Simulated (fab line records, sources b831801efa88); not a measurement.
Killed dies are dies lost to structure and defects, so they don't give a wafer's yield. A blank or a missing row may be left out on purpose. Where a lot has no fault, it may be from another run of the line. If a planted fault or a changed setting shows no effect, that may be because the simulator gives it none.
Which tool is to blame?    flow gf180mcu    6 lots with 18 wafers sampled at 2 steps, on a route of 602 steps

WHAT EACH GAUGE READ, for each wafer
GF_CONTACT_THK_MEAS_03.
lot   measured      on             CONTACT_CVD_02_THK (nm)
L836  day 15 14:41  film-metro-02  840 874 858
L838  day 16 10:40  film-metro-01  859 841 871
L840  day 17 03:01  film-metro-04  851 873 858
L845  day 18 23:20  film-metro-01  847 860 862
L847  day 19 14:37  film-metro-01  860 865 863
L852  day 21 07:07  film-metro-04  648 846 849

EACH LOT AND THE TOOL THAT RAN IT (in order: tool; ch and the chambers of the sampled wafers; start)
lot   GF_CONTACT_CVD_02
L836  pecvd-01 ch 0,1, day 15 14:37
L838  pecvd-02 ch 0,1,2, day 16 10:35
L840  pecvd-02 ch 0,2, day 17 02:56
L845  pecvd-04 ch 1,2, day 18 23:16
L847  pecvd-02 ch 0,1,2, day 19 14:32
L852  pecvd-04 ch 0,1,2, day 21 07:02
- GF_CONTACT_CVD_02: deposits SiO2 from TEOS, target thk 860 nm, time 95.992 s.

THE ANSWER, worked out from the rows above alone
Rule: what is usual is taken from the lots themselves. Put in order of their means at a reading, lots are off if they are a third of the lots or fewer, leave a main group of 4 or more, and stand apart from it by a gap of 3 or more times the standard deviation of the main group's means; of several such gaps the widest counts. Not used: any main group whose means are identical at the precision the tables above print for the reading. Also off: a lot with no number at a reading for which 4 or more lots have one. Any other lot the step has rows for is counted as sound.
Off: L852, at GF_CONTACT_THK_MEAS_03 (CONTACT_CVD_02_THK). The main group has a mean of 859 nm with a standard deviation of 2.4.
If a tool, at a process step before that reading, ran all the lots that are off and no sound lot after the first of them, it fits. Those tools and the gauges at GF_CONTACT_THK_MEAS_03 are tried in the same way. This does not decide it: 2 tools fit, namely pecvd-04 at GF_CONTACT_CVD_02 and film-metro-04 at GF_CONTACT_THK_MEAS_03.

WHAT WAS PUT IN BY THE SIMULATOR
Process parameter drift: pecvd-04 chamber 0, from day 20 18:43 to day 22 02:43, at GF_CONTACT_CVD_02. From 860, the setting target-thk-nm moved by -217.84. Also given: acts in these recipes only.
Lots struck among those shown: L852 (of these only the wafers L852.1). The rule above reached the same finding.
